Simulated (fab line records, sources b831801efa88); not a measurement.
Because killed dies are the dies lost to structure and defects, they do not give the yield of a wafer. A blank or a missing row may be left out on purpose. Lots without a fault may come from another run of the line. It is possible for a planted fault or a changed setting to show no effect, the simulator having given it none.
A lot that was struck, set against a sound lot | flow gf180mcu | 17 steps out of a route of 602
Sound: the wafers L999.1, L999.2, L999.6. Wafers L106.3, L106.4, L106.5 were the ones struck. The cause is named last.
At each step with rows: each side's tool, then ch and its chambers, then its first start. Under that, the readings that differ: sound wafers | struck wafers | difference of the means | sigmas: that difference in standard deviations of wafers without a fault.
alike: same words and numbers on both sides, and readings whose means sit less than 2 such deviations apart. not compared: any withheld reading, any reading some wafer has no value for, any bound like >300 that may hide the same value, and any number with overlapping values for which the record gives no deviation.
A row with sigmas, a row that says differs or no value, or rows on one side alone: a step with any of these is where the two part. When numbers do not overlap yet have no deviation, they are printed without sigmas and do not part them. A reading missing from all wafers of one side parts the sides only when that side holds two or more wafers.

first, 1 step without rows for these wafers: GF_V2_ETCH_17 (etches SiO2 in C4F8/O2/Ar, stops on TiN, target depth 630 nm).
GF_V2_STRIP_18: strips in O2/N2.
  sound on plasmaAsher-03 ch 0,1, day 22 06:59; struck on plasmaAsher-03 ch 0,1, day 24 16:42
  alike: drypumpMotorCurrentA, heaterPowerW, oesProductAu
  not compared: rfHoursCounterH
then, 2 steps without rows for these wafers: GF_V2_STRIP_19 (strips in post etch residue remover, time 1200 s); GF_V2_CLEAN_20 (cleans in DIW).
GF_V2_SPUTTER_21: material Ti, target thk 15 nm, time 80.02 s.
  sound on pvdSputter-03, day 22 07:32; struck on pvdSputter-03, day 24 17:12
  alike: throttleValvePct
then, 2 steps without rows for these wafers: GF_V2_SPUTTER_22 (material TiN, target thk 10 nm, time 40 s); GF_V2_CVD_23 (deposits W, target thk 350 nm, time 104.94 s).
GF_V2_RS_MEAS_24: a four-point-probe measurement.
  sound on filmMetro-03, day 22 07:44; struck on filmMetro-01, day 24 17:28
  alike: V2_W_RS
GF_V2_THK_MEAS_25: measures by xrf.
  sound on filmMetro-03, day 22 07:52; struck on filmMetro-01, day 24 17:34
  alike: V2_W_THK
GF_V2_CMP_26: polishes, stops on SiO2, t overpolish 15 s, target thk 0 nm.
  sound on cmp-02 ch 1,2, day 22 07:58; struck on cmp-01 ch 1,2, day 24 17:36
  alike: motorCurrentA, overpolishRunS, retainingRingPressureFrac, timeToEndpointS
GF_M3_SPUTTER_00: material Ti, target thk 37.5 nm, time 150 s.
  sound on pvdSputter-01, day 22 08:13; struck on pvdSputter-01, day 24 17:54
  alike: throttleValvePct
then, 1 step without rows for these wafers: GF_M3_SPUTTER_01 (material TiN, target thk 30 nm, time 25 s).
GF_M3_SPUTTER_02: material AlCu, target thk 450 nm, time 23.9 s.
  sound on pvdSputter-01, day 22 08:21; struck on pvdSputter-01, day 24 18:02
reading                                | sound             | struck            | difference | sigmas
model.AlCu_of_M3_SPUTTER_02.thkNm (nm) | 447.5 452.1 455.5 | 858.2 856.5 858.7 | +406.1     | 
  alike: throttleValvePct
GF_M3_SPUTTER_03: material Ti, target thk 10 nm, time 6.7 s.
  sound on pvdSputter-01, day 22 08:23; struck on pvdSputter-01, day 24 18:04
  alike: throttleValvePct
then, 1 step without rows for these wafers: GF_M3_SPUTTER_04 (material TiN, target thk 50 nm, time 41.7 s).
GF_M3_RS_MEAS_05: a four-point-probe measurement.
  sound on filmMetro-02, day 22 08:26; struck on filmMetro-02, day 24 18:26
reading             | sound                | struck               | difference | sigmas
M3_ALCU_RS (ohm/sq) | 0.0698 0.0693 0.0686 | 0.0363 0.0363 0.0363 | -0.0329    | -43
  not compared: hold
GF_PASSIVATION_PROBE_99:
  rows exist in the record for the sound wafers here (prober-02, day 30 14:36), none for the struck ones

WHERE THEY PART
Earliest at GF_M3_RS_MEAS_05; latest, in this record, at GF_PASSIVATION_PROBE_99.

WHY: what had been put in by the simulator
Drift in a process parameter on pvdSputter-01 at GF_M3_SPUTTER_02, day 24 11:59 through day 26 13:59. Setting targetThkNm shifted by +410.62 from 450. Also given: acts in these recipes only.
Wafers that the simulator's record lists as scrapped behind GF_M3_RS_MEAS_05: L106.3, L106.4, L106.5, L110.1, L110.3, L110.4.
